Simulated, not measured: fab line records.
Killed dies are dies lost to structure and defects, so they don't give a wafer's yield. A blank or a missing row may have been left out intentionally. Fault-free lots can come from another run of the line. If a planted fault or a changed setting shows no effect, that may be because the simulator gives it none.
What tool caused it? :: flow gf180mcu :: 24 lots, 72 wafers sampled, at 6 steps of a route of 602

WHAT THE GAUGES SHOWED, per wafer
GF_STI_THK_MEAS_30.
lot: L074
measured: day 2 05:44
on: filmMetro-02
STI_OXIDATION_02_THK (nm): 9.85 9.64 9.78

lot: L075
measured: day 2 11:56
on: filmMetro-02
STI_OXIDATION_02_THK (nm): 9.67 9.71 9.79

lot: L076
measured: day 2 16:41
on: filmMetro-03
STI_OXIDATION_02_THK (nm): 9.89 9.87 9.77

lot: L077
measured: day 2 21:08
on: filmMetro-01
STI_OXIDATION_02_THK (nm): 9.99 9.89 9.86

lot: L078
measured: day 3 02:43
on: filmMetro-01
STI_OXIDATION_02_THK (nm): 9.95 9.83 9.88

lot: L079
measured: day 3 08:10
on: filmMetro-02
STI_OXIDATION_02_THK (nm): 9.87 9.96 9.77

lot: L080
measured: day 3 12:50
on: filmMetro-03
STI_OXIDATION_02_THK (nm): 10.16 10.09 10.06

lot: L081
measured: day 3 18:08
on: filmMetro-03
STI_OXIDATION_02_THK (nm): 9.94 9.94 10.05

lot: L082
measured: day 3 23:17
on: filmMetro-01
STI_OXIDATION_02_THK (nm): 10.06 10.00 10.10

lot: L083
measured: day 4 06:17
on: filmMetro-01
STI_OXIDATION_02_THK (nm): 9.98 10.06 10.36

lot: L084
measured: day 4 09:00
on: filmMetro-03
STI_OXIDATION_02_THK (nm): 10.28 10.05 10.35

lot: L085
measured: day 4 14:31
on: filmMetro-03
STI_OXIDATION_02_THK (nm): 10.00 9.79 9.73

lot: L086
measured: day 4 21:14
on: filmMetro-01
STI_OXIDATION_02_THK (nm): 10.07 10.07 9.83

lot: L087
measured: day 5 00:28
on: filmMetro-02
STI_OXIDATION_02_THK (nm): 9.78 9.66 9.94

lot: L088
measured: day 5 06:55
on: filmMetro-02
STI_OXIDATION_02_THK (nm): 9.57 9.74 9.65

lot: L089
measured: day 5 11:58
on: filmMetro-01
STI_OXIDATION_02_THK (nm): 9.98 10.10 10.09

lot: L090
measured: day 5 16:34
on: filmMetro-02
STI_OXIDATION_02_THK (nm): 10.01 9.73 10.06

lot: L091
measured: day 5 23:07
on: filmMetro-03
STI_OXIDATION_02_THK (nm): 10.36 10.22 10.27

lot: L092
measured: day 6 02:16
on: filmMetro-02
STI_OXIDATION_02_THK (nm): 10.04 10.04 10.05

lot: L093
measured: day 6 08:34
on: filmMetro-01
STI_OXIDATION_02_THK (nm): 10.28 10.08 10.11

lot: L094
measured: day 6 15:34
on: filmMetro-03
STI_OXIDATION_02_THK (nm): 10.19 9.99 10.27

lot: L095
measured: day 6 19:35
on: filmMetro-03
STI_OXIDATION_02_THK (nm): 10.15 10.12 10.33

lot: L096
measured: day 6 23:34
on: filmMetro-02
STI_OXIDATION_02_THK (nm): 10.10 10.06 9.98

lot: L097
measured: day 7 03:50
on: filmMetro-02
STI_OXIDATION_02_THK (nm): 9.87 9.78 9.85

GF_M4_RS_MEAS_05: a four-point-probe measurement.
lot: L074
measured: day 22 07:16
on: filmMetro-02
M4_ALCU_RS (ohm/sq): 0.0686 0.0688 0.0696

lot: L075
measured: day 22 18:17
on: filmMetro-03
M4_ALCU_RS (ohm/sq): 0.0691 0.0693 0.0697

lot: L076
measured: day 23 03:18
on: filmMetro-02
M4_ALCU_RS (ohm/sq): 0.0691 0.0694 0.0694

lot: L077
measured: day 23 12:15
on: filmMetro-02
M4_ALCU_RS (ohm/sq): 0.0705 0.0701 0.0701

lot: L078
measured: day 23 19:55
on: filmMetro-03
M4_ALCU_RS (ohm/sq): 0.0701 0.0696 0.0701

lot: L079
measured: day 24 06:05
on: filmMetro-02
M4_ALCU_RS (ohm/sq): 0.0713 0.0718 0.0716

lot: L080
measured: day 24 13:31
on: filmMetro-02
M4_ALCU_RS (ohm/sq): 0.0697 0.0690 0.0695

lot: L081
measured: day 25 00:07
on: filmMetro-04
M4_ALCU_RS (ohm/sq): 0.0701 0.0703 0.0701

lot: L082
measured: day 25 06:46
on: filmMetro-02
M4_ALCU_RS (ohm/sq): 0.0704 0.0697 0.0696

lot: L083
measured: day 25 17:46
on: filmMetro-02
M4_ALCU_RS (ohm/sq): 0.0692 0.0690 0.0695

lot: L084
measured: day 25 23:37
on: filmMetro-02
M4_ALCU_RS (ohm/sq): 0.0693 0.0689 0.0692

lot: L085
measured: day 26 05:38
on: filmMetro-04
M4_ALCU_RS (ohm/sq): 0.0709 0.0701 0.0695

lot: L086
measured: day 26 16:35
on: filmMetro-02
M4_ALCU_RS (ohm/sq): 0.0704 0.0696 0.0698

lot: L087
measured: day 27 00:28
on: filmMetro-02
M4_ALCU_RS (ohm/sq): 0.0690 0.0698 0.0690

lot: L088
measured: day 27 06:44
on: filmMetro-04
M4_ALCU_RS (ohm/sq): 0.0697 0.0697 0.0700

lot: L089
measured: day 27 15:40
on: filmMetro-03
M4_ALCU_RS (ohm/sq): 0.0681 0.0682 0.0681

lot: L090
measured: day 27 20:17
on: filmMetro-04
M4_ALCU_RS (ohm/sq): 0.0687 0.0689 0.0692

lot: L091
measured: day 28 05:16
on: filmMetro-02
M4_ALCU_RS (ohm/sq): 0.0675 0.0688 0.0680

lot: L092
measured: day 28 11:12
on: filmMetro-02
M4_ALCU_RS (ohm/sq): 0.0687 0.0696 0.0686

lot: L093
measured: day 28 17:24
on: filmMetro-03
M4_ALCU_RS (ohm/sq): 0.0708 0.0710 0.0708

lot: L094
measured: day 29 02:18
on: filmMetro-04
M4_ALCU_RS (ohm/sq): 0.0694 0.0703 0.0701

lot: L095
measured: day 29 02:47
on: filmMetro-02
M4_ALCU_RS (ohm/sq): 0.0684 0.0689 0.0694

lot: L096
measured: day 29 15:01
on: filmMetro-04
M4_ALCU_RS (ohm/sq): 0.0693 0.0695 0.0701

lot: L097
measured: day 29 20:12
on: filmMetro-04
M4_ALCU_RS (ohm/sq): 0.0691 0.0690 0.0687

WHAT TOOL EACH LOT RAN ON (gives the tool, then ch and the chambers of the sampled wafers, and finally the start)
lot: L074
GF_SALICIDE_SPUTTER_03: pvdSputter-03, day 15 00:12
GF_V1_CVD_23: cvdW-01 ch 0,1, day 18 01:00
GF_M3_SPUTTER_00: pvdSputter-04, day 20 04:43
GF_M4_SPUTTER_02: pvdSputter-04, day 22 07:11

lot: L075
GF_SALICIDE_SPUTTER_03: pvdSputter-02, day 15 10:43
GF_V1_CVD_23: cvdW-02 ch 0,1, day 18 12:13
GF_M3_SPUTTER_00: pvdSputter-03, day 20 16:00
GF_M4_SPUTTER_02: pvdSputter-04, day 22 18:11

lot: L076
GF_SALICIDE_SPUTTER_03: pvdSputter-03, day 15 18:47
GF_V1_CVD_23: cvdW-02 ch 0, day 18 20:32
GF_M3_SPUTTER_00: pvdSputter-04, day 21 01:01
GF_M4_SPUTTER_02: pvdSputter-03, day 23 03:13

lot: L077
GF_SALICIDE_SPUTTER_03: pvdSputter-03, day 16 03:12
GF_V1_CVD_23: cvdW-02 ch 0,1, day 19 06:10
GF_M3_SPUTTER_00: pvdSputter-01, day 21 10:10
GF_M4_SPUTTER_02: pvdSputter-03, day 23 12:10

lot: L078
GF_SALICIDE_SPUTTER_03: pvdSputter-02, day 16 11:45
GF_V1_CVD_23: cvdW-02 ch 0,1, day 19 14:55
GF_M3_SPUTTER_00: pvdSputter-01, day 21 18:08
GF_M4_SPUTTER_02: pvdSputter-03, day 23 19:50

lot: L079
GF_SALICIDE_SPUTTER_03: pvdSputter-03, day 16 22:55
GF_V1_CVD_23: cvdW-01 ch 0,1, day 20 01:07
GF_M3_SPUTTER_00: pvdSputter-04, day 22 05:21
GF_M4_SPUTTER_02: pvdSputter-03, day 24 05:58

lot: L080
GF_SALICIDE_SPUTTER_03: pvdSputter-02, day 17 06:49
GF_V1_CVD_23: cvdW-01 ch 0,1, day 20 10:52
GF_M3_SPUTTER_00: pvdSputter-03, day 22 13:32
GF_M4_SPUTTER_02: pvdSputter-04, day 24 13:25

lot: L081
GF_SALICIDE_SPUTTER_03: pvdSputter-02, day 17 17:06
GF_V1_CVD_23: cvdW-01 ch 0,1, day 20 21:41
GF_M3_SPUTTER_00: pvdSputter-03, day 23 00:14
GF_M4_SPUTTER_02: pvdSputter-04, day 25 00:00

lot: L082
GF_SALICIDE_SPUTTER_03: pvdSputter-02, day 18 02:45
GF_V1_CVD_23: cvdW-02 ch 0,1, day 21 06:35
GF_M3_SPUTTER_00: pvdSputter-03, day 23 08:00
GF_M4_SPUTTER_02: pvdSputter-04, day 25 06:37

lot: L083
GF_SALICIDE_SPUTTER_03: pvdSputter-04, day 18 14:16
GF_V1_CVD_23: cvdW-02 ch 0,1, day 21 17:37
GF_M3_SPUTTER_00: pvdSputter-01, day 23 19:24
GF_M4_SPUTTER_02: pvdSputter-04, day 25 17:39

lot: L084
GF_SALICIDE_SPUTTER_03: pvdSputter-03, day 18 18:10
GF_V1_CVD_23: cvdW-01 ch 0,1, day 21 23:14
GF_M3_SPUTTER_00: pvdSputter-04, day 24 00:55
GF_M4_SPUTTER_02: pvdSputter-04, day 25 23:29

lot: L085
GF_SALICIDE_SPUTTER_03: pvdSputter-02, day 19 01:46
GF_V1_CVD_23: cvdW-01 ch 0,1, day 22 06:47
GF_M3_SPUTTER_00: pvdSputter-01, day 24 06:46
GF_M4_SPUTTER_02: pvdSputter-02, day 26 05:31

lot: L086
GF_SALICIDE_SPUTTER_03: pvdSputter-04, day 19 14:12
GF_V1_CVD_23: cvdW-01 ch 0,1, day 22 18:05
GF_M3_SPUTTER_00: pvdSputter-03, day 24 18:19
GF_M4_SPUTTER_02: pvdSputter-02, day 26 16:29

lot: L087
GF_SALICIDE_SPUTTER_03: pvdSputter-04, day 19 21:40
GF_V1_CVD_23: cvdW-01 ch 0,1, day 23 01:36
GF_M3_SPUTTER_00: pvdSputter-04, day 25 02:32
GF_M4_SPUTTER_02: pvdSputter-02, day 27 00:23

lot: L088
GF_SALICIDE_SPUTTER_03: pvdSputter-04, day 20 06:01
GF_V1_CVD_23: cvdW-01 ch 0,1, day 23 09:21
GF_M3_SPUTTER_00: pvdSputter-01, day 25 09:04
GF_M4_SPUTTER_02: pvdSputter-02, day 27 06:38

lot: L089
GF_SALICIDE_SPUTTER_03: pvdSputter-02, day 20 16:39
GF_V1_CVD_23: cvdW-02 ch 0,1, day 23 18:53
GF_M3_SPUTTER_00: pvdSputter-04, day 25 18:10
GF_M4_SPUTTER_02: pvdSputter-02, day 27 15:34

lot: L090
GF_SALICIDE_SPUTTER_03: pvdSputter-04, day 20 22:22
GF_V1_CVD_23: cvdW-02 ch 0,1, day 24 00:49
GF_M3_SPUTTER_00: pvdSputter-01, day 25 23:58
GF_M4_SPUTTER_02: pvdSputter-04, day 27 20:11

lot: L091
GF_SALICIDE_SPUTTER_03: pvdSputter-03, day 21 09:47
GF_V1_CVD_23: cvdW-02 ch 0,1, day 24 11:35
GF_M3_SPUTTER_00: pvdSputter-01, day 26 09:28
GF_M4_SPUTTER_02: pvdSputter-04, day 28 05:11

lot: L092
GF_SALICIDE_SPUTTER_03: pvdSputter-02, day 21 14:39
GF_V1_CVD_23: cvdW-02 ch 0, day 24 16:53
GF_M3_SPUTTER_00: pvdSputter-01, day 26 15:35
GF_M4_SPUTTER_02: pvdSputter-02, day 28 11:05

lot: L093
GF_SALICIDE_SPUTTER_03: pvdSputter-02, day 22 01:05
GF_V1_CVD_23: cvdW-01 ch 0,1, day 25 01:23
GF_M3_SPUTTER_00: pvdSputter-04, day 26 22:54
GF_M4_SPUTTER_02: pvdSputter-02, day 28 17:19

lot: L094
GF_SALICIDE_SPUTTER_03: pvdSputter-02, day 22 08:46
GF_V1_CVD_23: cvdW-01 ch 0,1, day 25 09:24
GF_M3_SPUTTER_00: pvdSputter-04, day 27 06:51
GF_M4_SPUTTER_02: pvdSputter-04, day 29 02:11

lot: L095
GF_SALICIDE_SPUTTER_03: pvdSputter-04, day 22 14:37
GF_V1_CVD_23: cvdW-01 ch 0,1, day 25 13:28
GF_M3_SPUTTER_00: pvdSputter-04, day 27 09:20
GF_M4_SPUTTER_02: pvdSputter-02, day 29 02:42

lot: L096
GF_SALICIDE_SPUTTER_03: pvdSputter-04, day 23 00:52
GF_V1_CVD_23: cvdW-01 ch 0,1, day 25 23:46
GF_M3_SPUTTER_00: pvdSputter-04, day 27 20:32
GF_M4_SPUTTER_02: pvdSputter-02, day 29 14:54

lot: L097
GF_SALICIDE_SPUTTER_03: pvdSputter-02, day 23 07:19
GF_V1_CVD_23: cvdW-02 ch 0,1, day 26 06:06
GF_M3_SPUTTER_00: pvdSputter-04, day 28 02:26
GF_M4_SPUTTER_02: pvdSputter-04, day 29 20:07
- GF_SALICIDE_SPUTTER_03: material TiN, target thk 20 nm, time 16.7 s.
- GF_V1_CVD_23: deposits W, target thk 350 nm, time 105.05 s.
- GF_M3_SPUTTER_00: material Ti, target thk 37.5 nm, time 150 s.
- GF_M4_SPUTTER_02: material AlCu, target thk 450 nm, time 23.9 s.

WHAT THE TOOLS THEMSELVES READ (means of the sampled wafers that have a number; where no wafer has one, the mark that the record gives instead)
GF_SALICIDE_SPUTTER_03.
lot: L074
tool: pvdSputter-03
throttleValvePct (%): 29.6

lot: L075
tool: pvdSputter-02
throttleValvePct (%): 30.3

lot: L076
tool: pvdSputter-03
throttleValvePct (%): 29.4

lot: L077
tool: pvdSputter-03
throttleValvePct (%): 30.0

lot: L078
tool: pvdSputter-02
throttleValvePct (%): 30.6

lot: L079
tool: pvdSputter-03
throttleValvePct (%): 30.0

lot: L080
tool: pvdSputter-02
throttleValvePct (%): 30.7

lot: L081
tool: pvdSputter-02
throttleValvePct (%): 30.1

lot: L082
tool: pvdSputter-02
throttleValvePct (%): 30.9

lot: L083
tool: pvdSputter-04
throttleValvePct (%): 29.9

lot: L084
tool: pvdSputter-03
throttleValvePct (%): 30.0

lot: L085
tool: pvdSputter-02
throttleValvePct (%): 30.2

lot: L086
tool: pvdSputter-04
throttleValvePct (%): 30.2

lot: L087
tool: pvdSputter-04
throttleValvePct (%): 30.3

lot: L088
tool: pvdSputter-04
throttleValvePct (%): 30.1

lot: L089
tool: pvdSputter-02
throttleValvePct (%): 29.7

lot: L090
tool: pvdSputter-04
throttleValvePct (%): 30.3

lot: L091
tool: pvdSputter-03
throttleValvePct (%): 29.6

lot: L092
tool: pvdSputter-02
throttleValvePct (%): 30.9

lot: L093
tool: pvdSputter-02
throttleValvePct (%): 30.4

lot: L094
tool: pvdSputter-02
throttleValvePct (%): 30.5

lot: L095
tool: pvdSputter-04
throttleValvePct (%): 29.4

lot: L096
tool: pvdSputter-04
throttleValvePct (%): 30.2

lot: L097
tool: pvdSputter-02
throttleValvePct (%): 30.7

GF_V1_CVD_23.
lot: L074
tool: cvdW-01
heaterPowerW (W): 766

lot: L075
tool: cvdW-02
heaterPowerW (W): 923

lot: L076
tool: cvdW-02
heaterPowerW (W): 858

lot: L077
tool: cvdW-02
heaterPowerW (W): 986

lot: L078
tool: cvdW-02
heaterPowerW (W): 916

lot: L079
tool: cvdW-01
heaterPowerW (W): 808

lot: L080
tool: cvdW-01
heaterPowerW (W): 772

lot: L081
tool: cvdW-01
heaterPowerW (W): 816

lot: L082
tool: cvdW-02
heaterPowerW (W): 908

lot: L083
tool: cvdW-02
heaterPowerW (W): 908

lot: L084
tool: cvdW-01
heaterPowerW (W): 775

lot: L085
tool: cvdW-01
heaterPowerW (W): 767

lot: L086
tool: cvdW-01
heaterPowerW (W): 817

lot: L087
tool: cvdW-01
heaterPowerW (W): 830

lot: L088
tool: cvdW-01
heaterPowerW (W): 828

lot: L089
tool: cvdW-02
heaterPowerW (W): 926

lot: L090
tool: cvdW-02
heaterPowerW (W): 992

lot: L091
tool: cvdW-02
heaterPowerW (W): 912

lot: L092
tool: cvdW-02
heaterPowerW (W): 855

lot: L093
tool: cvdW-01
heaterPowerW (W): 773

lot: L094
tool: cvdW-01
heaterPowerW (W): 828

lot: L095
tool: cvdW-01
heaterPowerW (W): 783

lot: L096
tool: cvdW-01
heaterPowerW (W): 834

lot: L097
tool: cvdW-02
heaterPowerW (W): 1000

GF_M3_SPUTTER_00.
lot: L074
tool: pvdSputter-04
throttleValvePct (%): 30.2

lot: L075
tool: pvdSputter-03
throttleValvePct (%): 29.9

lot: L076
tool: pvdSputter-04
throttleValvePct (%): 30.2

lot: L077
tool: pvdSputter-01
throttleValvePct (%): 30.6

lot: L078
tool: pvdSputter-01
throttleValvePct (%): 30.7

lot: L079
tool: pvdSputter-04
throttleValvePct (%): 30.4

lot: L080
tool: pvdSputter-03
throttleValvePct (%): 30.2

lot: L081
tool: pvdSputter-03
throttleValvePct (%): 28.7

lot: L082
tool: pvdSputter-03
throttleValvePct (%): 29.4

lot: L083
tool: pvdSputter-01
throttleValvePct (%): 31.0

lot: L084
tool: pvdSputter-04
throttleValvePct (%): 30.4

lot: L085
tool: pvdSputter-01
throttleValvePct (%): 30.3

lot: L086
tool: pvdSputter-03
throttleValvePct (%): 29.4

lot: L087
tool: pvdSputter-04
throttleValvePct (%): 30.5

lot: L088
tool: pvdSputter-01
throttleValvePct (%): 30.8

lot: L089
tool: pvdSputter-04
throttleValvePct (%): 30.2

lot: L090
tool: pvdSputter-01
throttleValvePct (%): 30.7

lot: L091
tool: pvdSputter-01
throttleValvePct (%): 31.1

lot: L092
tool: pvdSputter-01
throttleValvePct (%): 31.0

lot: L093
tool: pvdSputter-04
throttleValvePct (%): 30.3

lot: L094
tool: pvdSputter-04
throttleValvePct (%): 30.2

lot: L095
tool: pvdSputter-04
throttleValvePct (%): 30.4

lot: L096
tool: pvdSputter-04
throttleValvePct (%): 31.0

lot: L097
tool: pvdSputter-04
throttleValvePct (%): 31.2

GF_M4_SPUTTER_02.
lot: L074
tool: pvdSputter-04
throttleValvePct (%): 30.4

lot: L075
tool: pvdSputter-04
throttleValvePct (%): 30.2

lot: L076
tool: pvdSputter-03
throttleValvePct (%): 29.2

lot: L077
tool: pvdSputter-03
throttleValvePct (%): 29.4

lot: L078
tool: pvdSputter-03
throttleValvePct (%): 29.2

lot: L079
tool: pvdSputter-03
throttleValvePct (%): 29.3

lot: L080
tool: pvdSputter-04
throttleValvePct (%): 30.4

lot: L081
tool: pvdSputter-04
throttleValvePct (%): 30.2

lot: L082
tool: pvdSputter-04
throttleValvePct (%): 30.4

lot: L083
tool: pvdSputter-04
throttleValvePct (%): 30.3

lot: L084
tool: pvdSputter-04
throttleValvePct (%): 29.5

lot: L085
tool: pvdSputter-02
throttleValvePct (%): 30.4

lot: L086
tool: pvdSputter-02
throttleValvePct (%): 30.6

lot: L087
tool: pvdSputter-02
throttleValvePct (%): 30.0

lot: L088
tool: pvdSputter-02
throttleValvePct (%): 29.7

lot: L089
tool: pvdSputter-02
throttleValvePct (%): 31.0

lot: L090
tool: pvdSputter-04
throttleValvePct (%): 31.3

lot: L091
tool: pvdSputter-04
throttleValvePct (%): 31.3

lot: L092
tool: pvdSputter-02
throttleValvePct (%): 30.3

lot: L093
tool: pvdSputter-02
throttleValvePct (%): 30.0

lot: L094
tool: pvdSputter-04
throttleValvePct (%): 30.4

lot: L095
tool: pvdSputter-02
throttleValvePct (%): 30.3

lot: L096
tool: pvdSputter-02
throttleValvePct (%): 30.3

lot: L097
tool: pvdSputter-04
throttleValvePct (%): 30.2

THE ANSWER, worked out from the rows above alone
Rule: what is usual is taken from the lots themselves. The widest of any qualifying gaps counts: lots, ordered by their means at a reading, are off when they make up no more than a third of the lots, leave a main group of 4 or more, and stand apart from it by 3 or more times the standard deviation of that group's means. The tables above print the reading to a certain number of digits; a main group whose means all agree to those digits is not used. Also off: a lot with no number at a reading for which 4 or more lots have one. Where the step has rows for the other lots, those lots are counted as sound. First the gauges in route order, then the tools' own readings, where a lot's mean is used as printed above. At the first step where some lot is off, the reading lying furthest off is the one used; lots without a number count as furthest.
Across all readings shown, no lot is off: no conclusion can be drawn from this.

WHAT THE SIMULATOR PUT IN
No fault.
